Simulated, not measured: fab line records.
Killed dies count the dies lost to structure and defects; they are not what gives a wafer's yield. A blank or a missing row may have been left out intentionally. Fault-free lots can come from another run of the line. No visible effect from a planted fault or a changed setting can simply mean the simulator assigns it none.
fab line records | flow sky130
record lots=13 | wafers=39 | last-day=50
route steps=708 shown SD_P@324 SD_N@356 LI_CONTACT@363
lots that met no fault: taken from a fault-free run of the same line
start-h: the number of hours between the record's first day and the start of the first shown wafer of the lot | wait-h: hours elapsed since this lot's preceding step | " identical to the entry in the row above | L1.1+2: a row that stands for several wafers | - either no value or no given start | * or withheld: withheld | < > ~ a bound
route shown NAME@n: NAME is a module with steps in the file, n the number in the route of the first one | usual: mean/standard deviation of fault-free wafers | same: alike in all rows | chamber/n: place in a boat | sites: readings site by site | _std_site: standard deviation of those values | _edge_site: mean of outer sites minus mean of inner sites | radius-mm: for every site, how far away it sits from the centre of the wafer | mask NAME#n: copy n | behind: tool/chamber where the wafer was last shaped | hold: why the lot went on hold/how many hours it stayed there/how the hold came to an end | device: whichever transistor did not switch (one of n, p or np) | end of line: tests of these same wafers at the route's end | for a step that has no rows: nothing shown but its recipe | killed: count of dies lost to structure and defects at first sort (not the wafer's yield) | map: per-die view of a wafer (x killed, . not killed, _ where there is no die)
set.NAME: the setting the step ran with; set.NAME@STEP: the setting that earlier step ran with | model.NAME: the simulator's own value behind a step, which no gauge read
route steps across a sampled set of lots; one table per step, one row per wafer
services: the hour from which a tool's chamber was out of use, counted from the record's first day as start-h (under 0 if before that day), plus the number of hours and why
## steps
# step SKY_SD_P_EXPOSE_04
# recipe mask-id=PSDM | na=0.6 | source-shape=conventional | sigma-outer=0.6 | polarization=unpolarized | target-cd-nm=380 | dose-mj=138
lot.wafer  | tool             | chamber | start-h | wait-h | mask
L363.2+3+4 | iline-stepper-01 | 0       | 607.97  | -      | PSDM#0
L361.1+3+5 | iline-stepper-01 | 0       | 610.82  | -      | PSDM#0
L365.2+3+5 | iline-stepper-01 | 0       | 613.39  | -      | PSDM#0
L364.2+4+6 | iline-stepper-01 | 0       | 617.02  | -      | PSDM#0
L368.1+2+6 | iline-stepper-02 | 0       | 628.12  | -      | PSDM#0
L373.1+4+5 | iline-stepper-02 | 0       | 690.27  | -      | PSDM#0
L376.1+2+5 | iline-stepper-02 | 0       | 702.62  | -      | PSDM#0
L377.1+2+5 | iline-stepper-01 | 0       | 703.31  | -      | PSDM#0
L375.1+3+5 | iline-stepper-01 | 0       | 705.44  | -      | PSDM#0
L379.1+3+4 | iline-stepper-01 | 0       | 711.29  | -      | PSDM#0
L382.3+5+6 | iline-stepper-01 | 0       | 750.21  | -      | PSDM#0
L381.2+4+5 | iline-stepper-01 | 0       | 751.75  | -      | PSDM#0
L384.2+4+6 | iline-stepper-01 | 0       | 756.14  | -      | PSDM#0
# step SKY_SD_P_CD_MEAS_07
# recipe target-cd-nm=380
# usual cd-nm=379.6/2.6
lot.wafer | tool      | chamber | start-h | wait-h | cd-nm
L363.2    | cd-sem-01 | -       | 621.44  | 0.1    | 381.6
L363.3    | "         | -       | "       | "      | 381.2
L363.4    | "         | -       | "       | "      | 382.7
L361.1    | cd-sem-01 | -       | 624.42  | 0.1    | 382.5
L361.3    | "         | -       | "       | "      | 381.6
L361.5    | "         | -       | "       | "      | 379.5
L365.2    | cd-sem-02 | -       | 627.45  | 0.1    | 368.8
L365.3    | "         | -       | "       | "      | 369.8
L365.5    | "         | -       | "       | "      | 364.7
L364.2    | cd-sem-01 | -       | 631.09  | 0.1    | 373.9
L364.4    | "         | -       | "       | "      | 364.3
L364.6    | "         | -       | "       | "      | 370.0
L368.1    | cd-sem-01 | -       | 641.28  | 0.1    | 378.1
L368.2    | "         | -       | "       | "      | 378.3
L368.6    | "         | -       | "       | "      | 378.0
L373.1    | cd-sem-02 | -       | 703.52  | 0.1    | 379.1
L373.4    | "         | -       | "       | "      | 376.6
L373.5    | "         | -       | "       | "      | 378.7
L376.1    | cd-sem-01 | -       | 715.87  | 0.1    | 384.9
L376.2    | "         | -       | "       | "      | 383.8
L376.5    | "         | -       | "       | "      | 385.4
L377.1    | cd-sem-01 | -       | 716.47  | 0.1    | 383.3
L377.2    | "         | -       | "       | "      | 377.7
L377.5    | "         | -       | "       | "      | 380.8
L375.1    | cd-sem-02 | -       | 719.38  | 0.1    | 379.0
L375.3    | "         | -       | "       | "      | 380.3
L375.5    | "         | -       | "       | "      | 379.3
L379.1    | cd-sem-01 | -       | 725.17  | 0.1    | 373.6
L379.3    | "         | -       | "       | "      | 375.7
L379.4    | "         | -       | "       | "      | 375.3
L382.3    | cd-sem-01 | -       | 763.61  | 0.1    | 379.6
L382.5    | "         | -       | "       | "      | 380.5
L382.6    | "         | -       | "       | "      | 377.9
L381.2    | cd-sem-02 | -       | 764.79  | 0.1    | 378.1
L381.4    | "         | -       | "       | "      | 378.7
L381.5    | "         | -       | "       | "      | 379.0
L384.2    | cd-sem-01 | -       | 768.99  | 0.1    | 382.3
L384.4    | "         | -       | "       | "      | 380.5
L384.6    | "         | -       | "       | "      | 381.8
# step SKY_SD_N_RTA_14
# recipe temp-c=1075 | time-s=2 | idle-temp-c=650 | ramp-up-c-per-s=150 | ramp-down-c-per-s=90 | ambient=N2
# usual lamp-power-pct=15.74/0.056 | wafer_temp_C_max=1077.9/1.3
lot.wafer | tool          | chamber | start-h | wait-h | lamp-power-pct | wafer_temp_C_max
L363.2    | rtp-anneal-01 | 0       | 678.81  | 0.0    | 15.82          | 1075.8
L363.3    | "             | 0       | "       | "      | 15.79          | 1077.9
L363.4    | "             | 0       | "       | "      | 15.83          | 1078.5
L361.1    | rtp-anneal-01 | 0       | 681.53  | 0.0    | 15.67          | 1077.7
L361.3    | "             | 0       | "       | "      | 15.69          | 1080.0
L361.5    | "             | 0       | "       | "      | 15.76          | 1078.9
L365.2    | rtp-anneal-02 | 0       | 684.39  | 0.0    | 15.73          | 1077.6
L365.3    | "             | 0       | "       | "      | 15.63          | 1079.2
L365.5    | "             | 0       | "       | "      | 15.72          | 1078.6
L364.2    | rtp-anneal-02 | 0       | 686.05  | 0.0    | 15.77          | 1077.2
L364.4    | "             | 0       | "       | "      | 15.77          | 1079.0
L364.6    | "             | 0       | "       | "      | 15.80          | 1076.3
L368.1    | rtp-anneal-02 | 0       | 699.45  | 0.0    | 15.73          | 1073.8
L368.2    | "             | 0       | "       | "      | 15.67          | 1079.3
L368.6    | "             | 0       | "       | "      | 15.80          | 1080.4
L373.1    | rtp-anneal-01 | 0       | 758.39  | 0.0    | 15.72          | 1080.2
L373.4    | "             | 0       | "       | "      | 15.82          | 1078.8
L373.5    | "             | 0       | "       | "      | 15.86          | 1077.7
L376.1    | rtp-anneal-02 | 0       | 770.54  | 0.0    | 15.68          | 1078.0
L376.2    | "             | 0       | "       | "      | 15.79          | 1077.7
L376.5    | "             | 0       | "       | "      | 15.76          | 1075.1
L377.1    | rtp-anneal-01 | 0       | 770.58  | 0.0    | 15.72          | 1076.2
L377.2    | "             | 0       | "       | "      | 15.77          | 1077.4
L377.5    | "             | 0       | "       | "      | 15.78          | 1077.4
L375.1    | rtp-anneal-02 | 0       | 774.10  | 0.0    | 15.78          | 1078.1
L375.3    | "             | 0       | "       | "      | 15.80          | 1078.0
L375.5    | "             | 0       | "       | "      | 15.67          | 1077.5
L379.1    | rtp-anneal-01 | 0       | 779.45  | 0.0    | 15.73          | 1077.4
L379.3    | "             | 0       | "       | "      | 15.72          | 1076.4
L379.4    | "             | 0       | "       | "      | 15.73          | 1079.1
L382.3    | rtp-anneal-02 | 0       | 816.71  | 0.0    | 15.73          | 1078.0
L382.5    | "             | 0       | "       | "      | 15.71          | 1078.3
L382.6    | "             | 0       | "       | "      | 15.72          | 1077.7
L381.2    | rtp-anneal-01 | 0       | 818.69  | 0.0    | 15.76          | 1078.4
L381.4    | "             | 0       | "       | "      | 15.71          | 1077.4
L381.5    | "             | 0       | "       | "      | 15.70          | 1077.5
L384.2    | rtp-anneal-01 | 0       | 821.24  | 0.0    | 15.79          | 1079.1
L384.4    | "             | 0       | "       | "      | 15.69          | 1077.2
L384.6    | "             | 0       | "       | "      | 15.69          | 1078.8
# step SKY_LI_CONTACT_THK_MEAS_01
# recipe reads=PSG_of_LI_CONTACT_HDPCVD_00
# usual LI_CONTACT_HDPCVD_THK=890/10
lot.wafer | tool          | chamber | start-h | wait-h | LI_CONTACT_HDPCVD_THK[nm]
L363.2    | film-metro-01 | -       | 679.46  | 0.1    | 902
L363.3    | "             | -       | "       | "      | 899
L363.4    | "             | -       | "       | "      | 893
L361.1    | film-metro-01 | -       | 682.23  | 0.1    | 872
L361.3    | "             | -       | "       | "      | 871
L361.5    | "             | -       | "       | "      | 869
L365.2    | film-metro-01 | -       | 685.09  | 0.1    | 891
L365.3    | "             | -       | "       | "      | 898
L365.5    | "             | -       | "       | "      | 889
L364.2    | film-metro-04 | -       | 686.76  | 0.1    | 886
L364.4    | "             | -       | "       | "      | 884
L364.6    | "             | -       | "       | "      | 880
L368.1    | film-metro-01 | -       | 700.10  | 0.1    | 898
L368.2    | "             | -       | "       | "      | 885
L368.6    | "             | -       | "       | "      | 879
L373.1    | film-metro-04 | -       | 759.04  | 0.1    | 886
L373.4    | "             | -       | "       | "      | 878
L373.5    | "             | -       | "       | "      | 897
L376.1    | film-metro-01 | -       | 771.19  | 0.1    | 902
L376.2    | "             | -       | "       | "      | 886
L376.5    | "             | -       | "       | "      | 886
L377.1    | film-metro-03 | -       | 771.23  | 0.1    | 870
L377.2    | "             | -       | "       | "      | 889
L377.5    | "             | -       | "       | "      | 881
L375.1    | film-metro-04 | -       | 774.75  | 0.1    | 875
L375.3    | "             | -       | "       | "      | 886
L375.5    | "             | -       | "       | "      | 885
L379.1    | film-metro-04 | -       | 780.10  | 0.1    | 894
L379.3    | "             | -       | "       | "      | 890
L379.4    | "             | -       | "       | "      | 894
L382.3    | film-metro-04 | -       | 817.37  | 0.1    | 884
L382.5    | "             | -       | "       | "      | 898
L382.6    | "             | -       | "       | "      | 902
L381.2    | film-metro-04 | -       | 819.34  | 0.1    | 887
L381.4    | "             | -       | "       | "      | 892
L381.5    | "             | -       | "       | "      | 884
L384.2    | film-metro-03 | -       | 821.89  | 0.1    | 896
L384.4    | "             | -       | "       | "      | 890
L384.6    | "             | -       | "       | "      | 894
# step SKY_LI_CONTACT_CVD_21
# recipe material=W | target-thk-nm=400 | time-s=120.56 | temp-c=400 | pressure-torr=40
# usual chamber-pressure-Torr=40.00/0.085 | heater-power-w=928/95
lot.wafer | tool     | chamber | start-h | wait-h | chamber-pressure-Torr | heater-power-w
L363.2    | cvd-w-01 | 1       | 708.08  | 0.0    | 40.07                 | 763
L363.3    | "        | 1       | "       | "      | 40.03                 | 790
L363.4    | "        | 0       | "       | "      | 39.96                 | 959
L361.1    | cvd-w-02 | 0       | 710.89  | 0.0    | 40.10                 | 1046
L361.3    | "        | 0       | "       | "      | 39.93                 | 1023
L361.5    | "        | 0       | "       | "      | 40.12                 | 1020
L365.2    | cvd-w-02 | 0       | 713.54  | 0.0    | 40.00                 | 1013
L365.3    | "        | 1       | "       | "      | 39.97                 | 945
L365.5    | "        | 1       | "       | "      | 40.04                 | 922
L364.2    | cvd-w-02 | 0       | 715.50  | 0.0    | 40.03                 | 1024
L364.4    | "        | 0       | "       | "      | 39.98                 | 1044
L364.6    | "        | 1       | "       | "      | 40.11                 | 917
L368.1    | cvd-w-02 | 0       | 728.53  | 0.0    | 39.98                 | 1027
L368.2    | "        | 1       | "       | "      | 40.09                 | 921
L368.6    | "        | 1       | "       | "      | 40.13                 | 928
L373.1    | cvd-w-02 | 0       | 785.77  | 0.0    | 40.04                 | 1039
L373.4    | "        | 0       | "       | "      | 40.09                 | 1030
L373.5    | "        | 1       | "       | "      | 40.00                 | 939
L376.1    | cvd-w-02 | 1       | 798.74  | 0.0    | 39.87                 | 920
L376.2    | "        | 0       | "       | "      | 40.07                 | 1028
L376.5    | "        | 0       | "       | "      | 39.89                 | 1038
L377.1    | cvd-w-02 | 1       | 798.86  | 0.1    | 40.12                 | 938
L377.2    | "        | 0       | "       | "      | 40.06                 | 1045
L377.5    | "        | 1       | "       | "      | 39.96                 | 950
L375.1    | cvd-w-01 | 1       | 801.78  | 0.0    | 40.09                 | 777
L375.3    | "        | 0       | "       | "      | 40.01                 | 957
L375.5    | "        | 0       | "       | "      | 39.95                 | 962
L379.1    | cvd-w-02 | 1       | 806.83  | 0.0    | 40.02                 | 932
L379.3    | "        | 1       | "       | "      | 39.99                 | 953
L379.4    | "        | 0       | "       | "      | 40.04                 | 1042
L382.3    | cvd-w-01 | 1       | 841.13  | 0.1    | 40.07                 | 785
L382.5    | "        | 0       | "       | "      | 40.03                 | 1005
L382.6    | "        | 1       | "       | "      | 39.90                 | 782
L381.2    | cvd-w-01 | 0       | 841.74  | 0.0    | 40.10                 | 980
L381.4    | "        | 1       | "       | "      | 40.06                 | 785
L381.5    | "        | 1       | "       | "      | 40.04                 | 769
L384.2    | cvd-w-02 | 1       | 843.64  | 0.0    | 39.95                 | 942
L384.4    | "        | 1       | "       | "      | 39.91                 | 928
L384.6    | "        | 0       | "       | "      | 39.93                 | 1032
## services
tool             | chamber | start-h | hours | kind
iline-stepper-01 | -       | 587.19  | 2.1   | pm
iline-stepper-01 | -       | 589.28  | -     | consumable-replace:lamp
iline-stepper-01 | 0       | 616.19  | -     | calibration
iline-stepper-01 | -       | 662.77  | 15.9  | repair
iline-stepper-01 | -       | 705.60  | 1.7   | pm
iline-stepper-02 | 0       | 714.60  | -     | calibration
cvd-w-02         | -       | 732.22  | 2.8   | pm
iline-stepper-02 | -       | 748.73  | 2.1   | pm
iline-stepper-02 | -       | 750.82  | -     | consumable-replace:lamp
iline-stepper-02 | -       | 750.82  | 1.7   | pm
rtp-anneal-01    | -       | 753.89  | 2.2   | pm
cvd-w-01         | -       | 797.49  | 2.8   | pm
cvd-w-02         | 1       | 815.71  | 7.3   | repair
rtp-anneal-02    | -       | 818.20  | 5.3   | pm
iline-stepper-01 | 0       | 825.31  | -     | calibration
## key
first-sign step=SKY_SD_P_CD_MEAS_07 | reading=cd-nm | direction=down | sigmas=4.2 | usual=379.6 | struck=368.6
effect none on later readings
met-at SKY_SD_P_EXPOSE_04
struck-lots L364,L365
tester-left-out L364,L365
not-acting-at SKY_SD_N_RTA_14,SKY_LI_CONTACT_THK_MEAS_01,SKY_LI_CONTACT_CVD_21
onset-between 610.82 613.39
fault kind=process-parameter-drift | tool=iline-stepper-01 | chamber=- | onset-h=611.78 | steps=SKY_SD_P_EXPOSE_04 | channel=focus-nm | offset=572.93 | spread-by-wafer=0.3 | shape=step | end-h=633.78
# tester-left-out: of these lots the tester's yield and bins aren't shown, on N5 and GAA mostly nor the transistor test; their killed dies are dies lost to structure and defects alone, not to doping, threshold or leakage, so they don't give the yield
